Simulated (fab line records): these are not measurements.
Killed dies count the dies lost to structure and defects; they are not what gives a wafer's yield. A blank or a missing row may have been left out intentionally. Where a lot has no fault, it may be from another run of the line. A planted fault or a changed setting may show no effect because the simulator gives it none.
fab line records ; flow sky130
record lots=11; wafers=33; last-day=51
route steps=708 shown POLY_GATE@229 RES_XHIGH@341 SD_N@351 LI_CONTACT@375 PAD_OPEN@708
lots that met no fault: taken from a fault-free run of the same line
start-h: the number of hours between the record's first day and the start of the first shown wafer of the lot ; wait-h: hours from the lot's prior step to this one ; " repeats the value in the row above ; L1.1+2: a single row standing in for several wafers ; - no value present, or no start provided ; * or withheld: withheld ; < > ~ a bound
route shown NAME@n: a module of which the file shows steps, and the number in the route of the first ; usual: average and standard deviation across the fault-free wafers ; same: alike in all rows ; chamber/n: place in a boat ; sites: each site's reading ; _std_site: standard deviation across them ; _edge_site: mean of outer sites minus mean of inner sites ; radius-mm: how far each site lies from the wafer's centre ; mask NAME#n: copy n ; behind: the last tool/chamber to shape the wafer ; hold: what put the lot on hold/how long, in hours/how the hold closed ; device: transistor that didn't switch, given as n, p or np ; end of line: the tests these same wafers got at the end of their route ; for a step that has no rows: nothing shown but its recipe ; killed: dies lost to structure and defects at the first sort, not the wafer's yield ; map: shows each die of a wafer: x if killed, . if not, _ if none is there
set.NAME: the run value of the setting; set.NAME@STEP: its run value at that earlier step ; model.NAME: the simulator's own value behind a step, which no gauge read
the route's steps for a sample of lots (tables are steps, rows are wafers)
services: when a tool's chamber went out of use (start-h, in hours from the record's first day, below 0 if earlier), for how many hours, and the reason
## steps
# step SKY_POLY_GATE_ETCH_15
# recipe chemistry=N2/H2; target=BARC; ion-energy-ev=200; source-w=500; bias-w=100; pressure-mtorr=30; n2-flow-sccm=100; h2-flow-sccm=200; stop-on=SiO2; time-s=118.5; target-depth-a=1100
# usual drypump-motor-current-A=5.7/0.42; oes-product-au=0.716/0.0047; throttle-valve-pct=13.213/0.0089
lot.wafer;tool;chamber;start-h;wait-h;drypump-motor-current-A;oes-product-au;rf-hours-counter-h;throttle-valve-pct
L942.1;rie-diel-01;2;395.98;0.0;6.5;0.716;23;13.214
L942.4;rie-diel-01;1;395.98;0.0;5.1;0.716;4;13.212
L942.5;rie-diel-01;2;395.98;0.0;6.5;0.723;-;13.209
L951.2;rie-diel-03;2;460.93;0.0;6.4;0.711;16;13.217
L951.4;rie-diel-03;3;460.93;0.0;5.8;0.713;70;13.231
L951.6;rie-diel-03;3;460.93;0.0;5.8;0.713;-;13.218
L952.2;rie-diel-03;1;469.43;0.0;5.5;0.717;3;13.209
L952.3;rie-diel-03;0;469.43;0.0;5.7;0.720;15;13.197
L952.6;rie-diel-03;0;469.43;0.0;5.7;0.715;-;13.215
L954.2;rie-diel-03;1;484.22;0.0;5.5;0.716;3;13.217
L954.3;rie-diel-03;2;484.22;0.0;6.4;0.719;17;13.207
L954.4;rie-diel-03;3;484.22;0.0;5.8;0.713;71;13.213
L958.2;rie-diel-03;2;532.12;0.0;6.4;0.717;18;13.209
L958.3;rie-diel-03;3;532.12;0.0;5.8;0.721;72;13.204
L958.6;rie-diel-03;1;532.12;0.0;5.5;0.723;-;13.211
L959.1;rie-diel-02;0;535.40;0.0;5.3;0.719;68;13.212
L959.2;rie-diel-02;1;535.40;0.0;5.5;0.719;3;13.216
L959.3;rie-diel-02;3;535.40;0.0;5.8;0.711;16;13.221
L960.1;rie-diel-01;2;567.92;0.0;6.5;0.719;26;13.205
L960.5;rie-diel-01;2;567.92;0.0;6.5;0.713;-;13.211
L960.6;rie-diel-01;1;567.92;0.0;5.1;0.712;-;13.202
L963.1;rie-diel-03;3;569.52;0.0;5.9;0.717;72;13.228
L963.2;rie-diel-03;2;569.52;0.0;6.4;0.719;18;13.195
L963.5;rie-diel-03;0;569.52;0.0;5.8;0.718;-;13.221
L962.2;rie-diel-02;0;569.87;0.0;5.3;0.725;69;13.213
L962.4;rie-diel-02;1;569.87;0.0;5.5;0.712;4;13.208
L962.6;rie-diel-02;3;569.87;0.0;5.8;0.710;-;13.217
L961.1;rie-diel-01;3;570.22;0.0;5.6;0.713;28;13.214
L961.3;rie-diel-01;2;570.22;0.0;6.5;0.718;26;13.216
L961.4;rie-diel-01;0;570.22;0.0;6.1;0.714;5;13.222
L964.4;rie-diel-03;0;576.88;0.0;5.7;0.720;17;13.204
L964.5;rie-diel-03;2;576.88;0.0;6.4;0.707;-;13.200
L964.6;rie-diel-03;3;576.88;0.0;5.8;0.711;-;13.211
# step SKY_RES_XHIGH_TW_MEAS_09
# usual RES_XHIGH_TW=1651/6.7
lot.wafer;tool;chamber;start-h;wait-h;RES_XHIGH_TW
L942.1;film-metro-02;-;643.21;0.1;1664
L942.4;film-metro-02;-;643.21;0.1;1659
L942.5;film-metro-02;-;643.21;0.1;1661
L951.2;film-metro-03;-;702.72;0.1;1653
L951.4;film-metro-03;-;702.72;0.1;1656
L951.6;film-metro-03;-;702.72;0.1;1652
L952.2;film-metro-02;-;713.98;0.1;1649
L952.3;film-metro-02;-;713.98;0.1;1640
L952.6;film-metro-02;-;713.98;0.1;1651
L954.2;film-metro-04;-;726.41;0.1;1648
L954.3;film-metro-04;-;726.41;0.1;1652
L954.4;film-metro-04;-;726.41;0.1;1648
L958.2;film-metro-02;-;777.53;0.1;1641
L958.3;film-metro-02;-;777.53;0.1;1645
L958.6;film-metro-02;-;777.53;0.1;1644
L959.1;film-metro-04;-;778.15;0.1;1651
L959.2;film-metro-04;-;778.15;0.1;1657
L959.3;film-metro-04;-;778.15;0.1;1653
L960.1;film-metro-04;-;801.20;0.1;1637
L960.5;film-metro-04;-;801.20;0.1;1641
L960.6;film-metro-04;-;801.20;0.1;1640
L963.1;film-metro-03;-;803.61;0.1;1646
L963.2;film-metro-03;-;803.61;0.1;1650
L963.5;film-metro-03;-;803.61;0.1;1635
L962.2;film-metro-02;-;805.43;0.1;1652
L962.4;film-metro-02;-;805.43;0.1;1655
L962.6;film-metro-02;-;805.43;0.1;1651
L961.1;film-metro-04;-;806.06;0.1;1650
L961.3;film-metro-04;-;806.06;0.1;1645
L961.4;film-metro-04;-;806.06;0.1;1644
L964.4;film-metro-03;-;809.74;0.1;1637
L964.5;film-metro-03;-;809.74;0.1;1639
L964.6;film-metro-03;-;809.74;0.1;1643
# step SKY_SD_N_IMPLANT_09
# recipe species=As; energy-kev=50; dose-cm2=4e+15; tilt-deg=0
# usual beam-on-s=17.6/0.72; end-station-pressure-torr=1.38e-05/8.7e-07
lot.wafer;tool;chamber;start-h;wait-h;beam-on-s;end-station-pressure-torr
L942.1;implanter-03;0;672.17;0.0;16.5;1.36e-05
L942.4;implanter-03;0;672.17;0.0;17.2;1.42e-05
L942.5;implanter-03;0;672.17;0.0;17.6;1.36e-05
L951.2;implanter-02;0;730.57;0.0;18.8;5.4e-05
L951.4;implanter-02;0;730.57;0.0;19.8;5.07e-05
L951.6;implanter-02;0;730.57;0.0;19.6;5.52e-05
L952.2;implanter-02;0;741.62;0.0;20.6;4.8e-05
L952.3;implanter-02;0;741.62;0.0;19.1;5.62e-05
L952.6;implanter-02;0;741.62;0.0;19.9;5.35e-05
L954.2;implanter-03;0;754.84;0.0;17.0;1.57e-05
L954.3;implanter-03;0;754.84;0.0;17.7;1.51e-05
L954.4;implanter-03;0;754.84;0.0;16.8;1.43e-05
L958.2;implanter-02;0;804.92;0.0;17.3;1.48e-05
L958.3;implanter-02;0;804.92;0.0;16.9;1.46e-05
L958.6;implanter-02;0;804.92;0.0;17.1;1.45e-05
L959.1;implanter-04;0;805.19;0.0;18.3;1.28e-05
L959.2;implanter-04;0;805.19;0.0;18.8;1.32e-05
L959.3;implanter-04;0;805.19;0.0;19.1;1.34e-05
L960.1;implanter-02;0;827.60;0.0;17.5;1.33e-05
L960.5;implanter-02;0;827.60;0.0;17.2;1.31e-05
L960.6;implanter-02;0;827.60;0.0;17.3;1.41e-05
L963.1;implanter-02;0;830.70;0.0;16.9;1.29e-05
L963.2;implanter-02;0;830.70;0.0;16.9;1.52e-05
L963.5;implanter-02;0;830.70;0.0;16.8;1.31e-05
L962.2;implanter-03;0;832.34;0.0;17.3;1.37e-05
L962.4;implanter-03;0;832.34;0.0;17.5;1.44e-05
L962.6;implanter-03;0;832.34;0.0;17.4;1.46e-05
L961.1;implanter-02;0;832.80;0.0;17.1;1.44e-05
L961.3;implanter-02;0;832.80;0.0;17.1;1.34e-05
L961.4;implanter-02;0;832.80;0.0;17.3;1.41e-05
L964.4;implanter-04;0;836.74;0.1;18.7;1.35e-05
L964.5;implanter-04;0;836.74;0.1;18.3;1.23e-05
L964.6;implanter-04;0;836.74;0.1;18.1;1.39e-05
# step SKY_SD_N_STRIP_11
# recipe chemistry=O2/N2; power-w=1400; pressure-mtorr=1500; platen-temp-c=withheld; o2-flow-sccm=3000; n2-flow-sccm=300; overash-fraction=0.5
# usual drypump-motor-current-A=6.0/0.47; oes-product-au=0.527/0.0046; strip-time-to-endpoint-s=22.55/0.038
lot.wafer;tool;chamber;start-h;wait-h;drypump-motor-current-A;oes-product-au;rf-hours-counter-h;strip-time-to-endpoint-s
L942.1;plasma-asher-03;0;672.47;0.1;5.3;0.525;83;22.53
L942.4;plasma-asher-03;1;672.47;0.1;6.4;0.527;-;22.56
L942.5;plasma-asher-03;1;672.47;0.1;6.4;0.524;-;22.56
L951.2;plasma-asher-01;0;730.85;0.1;6.4;0.520;63;23.09
L951.4;plasma-asher-01;1;730.85;0.1;6.5;0.522;-;23.05
L951.6;plasma-asher-01;1;730.85;0.1;6.5;0.516;-;23.09
L952.2;plasma-asher-01;0;741.89;0.1;6.4;0.520;64;23.00
L952.3;plasma-asher-01;0;741.89;0.1;6.4;0.527;-;23.06
L952.6;plasma-asher-01;1;741.89;0.1;6.5;0.523;-;23.08
L954.2;plasma-asher-04;0;755.12;0.1;5.6;0.518;1;22.55
L954.3;plasma-asher-04;0;755.12;0.1;5.5;0.536;-;22.51
L954.4;plasma-asher-04;1;755.12;0.1;5.6;0.535;-;22.53
L958.2;plasma-asher-01;1;805.19;0.1;6.5;0.520;70;22.49
L958.3;plasma-asher-01;0;805.19;0.1;6.4;0.532;-;22.50
L958.6;plasma-asher-01;1;805.19;0.1;6.5;0.531;-;22.48
L959.1;plasma-asher-03;1;805.49;0.1;6.4;0.532;94;22.51
L959.2;plasma-asher-03;0;805.49;0.1;5.3;0.521;94;22.50
L959.3;plasma-asher-03;1;805.49;0.1;6.5;0.525;-;22.50
L960.1;plasma-asher-03;0;827.90;0.1;5.3;0.520;96;22.55
L960.5;plasma-asher-03;0;827.90;0.1;5.3;0.524;-;22.48
L960.6;plasma-asher-03;1;827.90;0.1;6.4;0.524;-;22.57
L963.1;plasma-asher-01;1;831.00;0.1;6.5;0.532;72;22.54
L963.2;plasma-asher-01;0;831.00;0.1;6.4;0.522;72;22.54
L963.5;plasma-asher-01;0;831.00;0.1;6.4;0.522;-;22.53
L962.2;plasma-asher-04;0;832.62;0.1;5.5;0.523;9;22.54
L962.4;plasma-asher-04;1;832.62;0.1;5.6;0.527;-;22.50
L962.6;plasma-asher-04;1;832.62;0.1;5.6;0.522;-;22.57
L961.1;plasma-asher-03;0;833.10;0.1;5.3;0.523;97;22.60
L961.3;plasma-asher-03;0;833.10;0.1;5.3;0.533;-;22.58
L961.4;plasma-asher-03;1;833.10;0.1;6.4;0.519;-;22.55
L964.4;plasma-asher-04;0;837.00;0.1;5.5;0.526;-;22.54
L964.5;plasma-asher-04;1;837.00;0.1;5.6;0.521;-;22.51
L964.6;plasma-asher-04;0;837.00;0.1;5.5;0.525;-;22.57
# step SKY_SD_N_RS_MEAS_16
# recipe thk-meas-gauge=four-point-probe
# usual SD_N_RS=68.56/0.11
lot.wafer;tool;chamber;start-h;wait-h;SD_N_RS[ohm/sq]
L942.1;film-metro-02;-;672.85;0.1;68.65
L942.4;film-metro-02;-;672.85;0.1;68.48
L942.5;film-metro-02;-;672.85;0.1;68.48
L951.2;film-metro-04;-;731.26;0.1;67.47
L951.4;film-metro-04;-;731.26;0.1;67.41
L951.6;film-metro-04;-;731.26;0.1;67.48
L952.2;film-metro-04;-;742.30;0.1;67.72
L952.3;film-metro-04;-;742.30;0.1;67.58
L952.6;film-metro-04;-;742.30;0.1;67.54
L954.2;film-metro-04;-;755.53;0.1;68.49
L954.3;film-metro-04;-;755.53;0.1;68.53
L954.4;film-metro-04;-;755.53;0.1;68.49
L958.2;film-metro-04;-;805.60;0.1;68.49
L958.3;film-metro-04;-;805.60;0.1;68.47
L958.6;film-metro-04;-;805.60;0.1;68.57
L959.1;film-metro-02;-;805.88;0.1;68.71
L959.2;film-metro-02;-;805.88;0.1;68.51
L959.3;film-metro-02;-;805.88;0.1;68.67
L960.1;film-metro-02;-;828.29;0.1;68.49
L960.5;film-metro-02;-;828.29;0.1;68.68
L960.6;film-metro-02;-;828.29;0.1;68.44
L963.1;film-metro-03;-;831.40;0.1;68.44
L963.2;film-metro-03;-;831.40;0.1;68.62
L963.5;film-metro-03;-;831.40;0.1;68.53
L962.2;film-metro-04;-;833.02;0.1;68.53
L962.4;film-metro-04;-;833.02;0.1;68.60
L962.6;film-metro-04;-;833.02;0.1;68.33
L961.1;film-metro-02;-;833.49;0.1;68.37
L961.3;film-metro-02;-;833.49;0.1;68.64
L961.4;film-metro-02;-;833.49;0.1;68.47
L964.4;film-metro-03;-;837.41;0.1;68.57
L964.5;film-metro-03;-;837.41;0.1;68.55
L964.6;film-metro-03;-;837.41;0.1;68.63
# step SKY_LI_CONTACT_OVL_MEAS_13
# usual LI_CONTACT_OVL=3/6.2
lot.wafer;tool;chamber;start-h;wait-h;LI_CONTACT_OVL[nm]
L942.1;overlay-01;-;701.97;0.1;7
L942.4;overlay-01;-;701.97;0.1;2
L942.5;overlay-01;-;701.97;0.1;8
L951.2;overlay-02;-;761.28;0.1;0
L951.4;overlay-02;-;761.28;0.1;2
L951.6;overlay-02;-;761.28;0.1;-3
L952.2;overlay-02;-;770.50;0.1;-5
L952.3;overlay-02;-;770.50;0.1;-1
L952.6;overlay-02;-;770.50;0.1;-1
L954.2;overlay-01;-;783.47;0.1;13
L954.3;overlay-01;-;783.47;0.1;12
L954.4;overlay-01;-;783.47;0.1;17
L958.2;overlay-01;-;833.66;0.1;-4
L958.3;overlay-01;-;833.66;0.1;8
L958.6;overlay-01;-;833.66;0.1;-4
L959.1;overlay-02;-;834.44;0.1;0
L959.2;overlay-02;-;834.44;0.1;-1
L959.3;overlay-02;-;834.44;0.1;-1
L960.1;overlay-01;-;855.32;0.1;5
L960.5;overlay-01;-;855.32;0.1;3
L960.6;overlay-01;-;855.32;0.1;-2
L963.1;overlay-02;-;858.87;0.1;0
L963.2;overlay-02;-;858.87;0.1;4
L963.5;overlay-02;-;858.87;0.1;3
L962.2;overlay-01;-;860.16;0.1;11
L962.4;overlay-01;-;860.16;0.1;18
L962.6;overlay-01;-;860.16;0.1;11
L961.1;overlay-02;-;860.51;0.1;0
L961.3;overlay-02;-;860.51;0.1;1
L961.4;overlay-02;-;860.51;0.1;10
L964.4;overlay-01;-;864.63;0.1;2
L964.5;overlay-01;-;864.63;0.1;-10
L964.6;overlay-01;-;864.63;0.1;0
# step SKY_PAD_OPEN_PROBE_99
# usual killed_at_M0_to_M3=43/6.6; killed_at_M4_up=3.1/1.9; killed-at-contacts=24/5.2; killed-at-front-end=16/4.5; killed-at-other=0.4/0.62; killed-dies=87/9; killed-on-rim=17/3.7; killed-open=48/7; killed-short=39/6.2
# same gross-dies=492; killed-at-back-side=0
lot.wafer;tool;chamber;start-h;wait-h;killed_at_M0_to_M3;killed_at_M4_up;killed-at-contacts;killed-at-front-end;killed-at-other;killed-dies;killed-on-rim;killed-open;killed-short
L952.2;prober-01;-;1150.70;0.1;33;4;23;17;0;77;19;38;39
L952.3;prober-01;-;1150.75;0.2;36;4;24;13;0;77;19;45;32
L952.6;prober-01;-;1150.90;0.2;44;9;32;9;0;94;18;51;43
L954.2;prober-01;-;1162.27;0.1;40;4;23;15;0;82;10;30;52
L954.3;prober-01;-;1162.32;0.2;44;4;13;23;1;85;19;46;39
L954.4;prober-01;-;1162.37;0.2;41;2;26;17;0;86;19;45;41
L959.1;prober-02;-;1198.06;0.1;39;5;29;15;0;88;15;51;37
L959.2;prober-02;-;1198.11;0.1;38;4;28;21;0;91;20;54;37
L959.3;prober-02;-;1198.16;0.2;45;1;28;10;0;84;15;43;41
L962.2;prober-01;-;1211.65;0.1;30;2;25;15;0;72;10;41;31
L962.4;prober-01;-;1211.75;0.2;53;4;23;9;3;92;14;59;33
L962.6;prober-01;-;1211.85;0.2;34;3;18;17;0;72;14;40;32
L961.1;prober-02;-;1213.16;0.1;51;1;25;14;0;91;23;42;49
L961.3;prober-02;-;1213.26;0.2;58;2;20;14;0;94;18;54;40
L961.4;prober-02;-;1213.31;0.2;47;2;23;22;0;94;14;50;44
# killed by level:class
L952.2 VIA1:geometric-particle:open=9 POLY_GATE:geometric-particle:short=8 CONTACT:geometric-particle:open=8 LI_CONTACT:geometric-particle:open=6 METAL2:geometric-particle:short=6 METAL1:geometric-particle:short=4 VIA1:geometric-particle:short=4 VIA2:geometric-particle:open=4
L952.3 VIA1:geometric-particle:open=11 CONTACT:geometric-particle:open=8 LI_CONTACT:geometric-particle:open=7 LOCAL_INTERCONNECT:geometric-particle:short=5 METAL2:geometric-particle:short=5 VIA2:geometric-particle:open=5 POLY_GATE:geometric-particle:open=4 CONTACT:geometric-particle:short=4
L952.6 CONTACT:geometric-particle:open=9 VIA1:geometric-particle:open=9 VIA2:geometric-particle:open=9 LOCAL_INTERCONNECT:geometric-particle:short=8 VIA1:geometric-particle:short=8 METAL4:geometric-particle:short=8 LI_CONTACT:geometric-particle:open=7 FIELD_ISO:geometric-particle:open=5
L954.2 METAL2:geometric-particle:short=10 CONTACT:geometric-particle:short=9 VIA1:geometric-particle:open=9 CONTACT:geometric-particle:open=6 METAL1:geometric-particle:short=5 METAL3:geometric-particle:short=5 FIELD_ISO:geometric-particle:short=4 FIELD_ISO:geometric-particle:open=3
L954.3 VIA1:geometric-particle:short=8 METAL2:geometric-particle:short=8 VIA1:geometric-particle:open=8 POLY_GATE:geometric-particle:open=5 LI_CONTACT:geometric-particle:open=5 FIELD_ISO:geometric-particle:open=4 SPACER:geometric-particle:open=4 METAL1:geometric-particle:short=4
L954.4 CONTACT:geometric-particle:open=9 VIA2:geometric-particle:open=9 VIA1:geometric-particle:open=8 CONTACT:geometric-particle:short=6 METAL1:geometric-particle:short=6 FIELD_ISO:geometric-particle:short=4 POLY_GATE:geometric-particle:open=4 SPACER:geometric-particle:open=4
L959.1 CONTACT:geometric-particle:open=15 VIA1:geometric-particle:open=11 CONTACT:geometric-particle:short=6 VIA3:geometric-particle:open=5 METAL1:geometric-particle:short=5 VIA1:geometric-particle:short=5 FIELD_ISO:geometric-particle:short=4 POLY_GATE:geometric-particle:open=4
L959.2 CONTACT:geometric-particle:open=10 LI_CONTACT:geometric-particle:open=9 VIA1:geometric-particle:open=8 VIA2:geometric-particle:open=8 POLY_GATE:geometric-particle:open=6 METAL2:geometric-particle:short=6 FIELD_ISO:geometric-particle:open=5 VIA1:geometric-particle:short=5
L959.3 LI_CONTACT:geometric-particle:open=13 CONTACT:geometric-particle:open=8 VIA1:geometric-particle:open=7 VIA2:geometric-particle:open=7 VIA1:geometric-particle:short=6 METAL2:geometric-particle:short=6 METAL3:geometric-particle:short=6 POLY_GATE:geometric-particle:short=4
L962.2 LI_CONTACT:geometric-particle:open=8 CONTACT:geometric-particle:open=8 METAL1:geometric-particle:short=7 VIA1:geometric-particle:open=7 POLY_GATE:geometric-particle:open=4 FIELD_ISO:geometric-particle:short=3 SPACER:geometric-particle:open=3 CONTACT:geometric-particle:short=3
L962.4 VIA1:geometric-particle:open=14 CONTACT:geometric-particle:open=10 VIA3:geometric-particle:open=9 LI_CONTACT:geometric-particle:open=8 VIA2:geometric-particle:open=7 VIA1:geometric-particle:short=4 VIA2:geometric-particle:short=4 METAL1:geometric-particle:short=3
L962.6 VIA1:geometric-particle:open=7 VIA3:geometric-particle:open=7 CONTACT:geometric-particle:short=6 LI_CONTACT:geometric-particle:open=5 CONTACT:geometric-particle:open=5 FIELD_ISO:geometric-particle:open=4 VIA1:geometric-particle:short=4 METAL2:geometric-particle:short=4
L961.1 VIA1:geometric-particle:open=12 VIA3:geometric-particle:open=9 LI_CONTACT:geometric-particle:open=8 METAL2:geometric-particle:short=7 VIA3:geometric-particle:short=7 LOCAL_INTERCONNECT:geometric-particle:short=6 FIELD_ISO:geometric-particle:short=5 LI_CONTACT:geometric-particle:short=5
L961.3 VIA1:geometric-particle:open=14 VIA3:geometric-particle:open=12 LI_CONTACT:geometric-particle:open=9 VIA1:geometric-particle:short=8 FIELD_ISO:geometric-particle:short=6 VIA3:geometric-particle:short=6 VIA2:geometric-particle:open=5 CONTACT:geometric-particle:open=4
L961.4 CONTACT:geometric-particle:open=9 VIA1:geometric-particle:short=8 VIA2:geometric-particle:open=7 FIELD_ISO:geometric-particle:short=7 VIA1:geometric-particle:open=7 FIELD_ISO:geometric-particle:open=6 METAL2:geometric-particle:short=6 VIA3:geometric-particle:open=6
## services
tool;chamber;start-h;hours;kind
plasma-asher-03;-;376.49;15.3;repair
plasma-asher-03;-;406.62;11.4;repair
rie-diel-01;-;409.35;0.4;repair
rie-diel-01;2;433.43;2.8;repair
rie-diel-03;-;466.38;2.8;pm
rie-diel-03;3;487.21;4.8;repair
plasma-asher-01;-;499.69;2.2;repair
rie-diel-03;3;513.28;4.2;repair
implanter-02;-;542.53;23.8;pm
plasma-asher-01;-;568.57;0.5;repair
rie-diel-03;-;589.21;0.3;repair
rie-diel-03;3;591.60;6.1;repair
implanter-02;-;597.97;15.9;repair
rie-diel-03;2;600.10;3.2;repair
plasma-asher-01;-;638.94;0.8;repair
implanter-02;-;665.81;3.2;pm
implanter-02;-;677.43;1.8;repair
rie-diel-03;-;695.77;0.4;repair
plasma-asher-03;-;762.55;14.6;pm
plasma-asher-01;-;769.49;1.9;repair
implanter-02;-;780.26;1.8;repair
plasma-asher-01;-;785.53;2.8;pm
rie-diel-03;3;806.12;5.0;repair
rie-diel-03;1;831.31;5.2;repair
## key
first-sign step=SKY_SD_N_IMPLANT_09; reading=end-station-pressure-torr; direction=up; sigmas=45; usual=1.38e-05; struck=5.3e-05
effect step=SKY_SD_N_IMPLANT_09; reading=beam-on-s; direction=up; sigmas=2.9; usual=17.6; struck=19.6
effect step=SKY_SD_N_STRIP_11; reading=strip-time-to-endpoint-s; direction=up; sigmas=14; usual=*; struck=*
effect step=SKY_SD_N_RS_MEAS_16; reading=SD_N_RS; direction=down; sigmas=9.1; usual=68.56; struck=67.53
met-at SKY_SD_N_IMPLANT_09
struck-lots L951,L952
tester-left-out L951,L952
not-acting-at SKY_POLY_GATE_ETCH_15,SKY_RES_XHIGH_TW_MEAS_09,SKY_LI_CONTACT_OVL_MEAS_13
fault kind=process-parameter-drift; tool=implanter-02; chamber=-; onset-h=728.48; steps=SKY_SD_N_IMPLANT_09; channel=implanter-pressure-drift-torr; offset=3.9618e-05; shape=step; end-h=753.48
fault kind=process-parameter-drift; tool=implanter-02; chamber=-; onset-h=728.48; steps=SKY_SD_N_IMPLANT_09; channel=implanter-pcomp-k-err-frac; offset=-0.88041; shape=step; end-h=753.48
# tester-left-out: of these lots the tester's yield and bins aren't shown, on N5 and GAA mostly nor the transistor test; their killed dies are dies lost to structure and defects alone, not to doping, threshold or leakage, so they don't give the yield
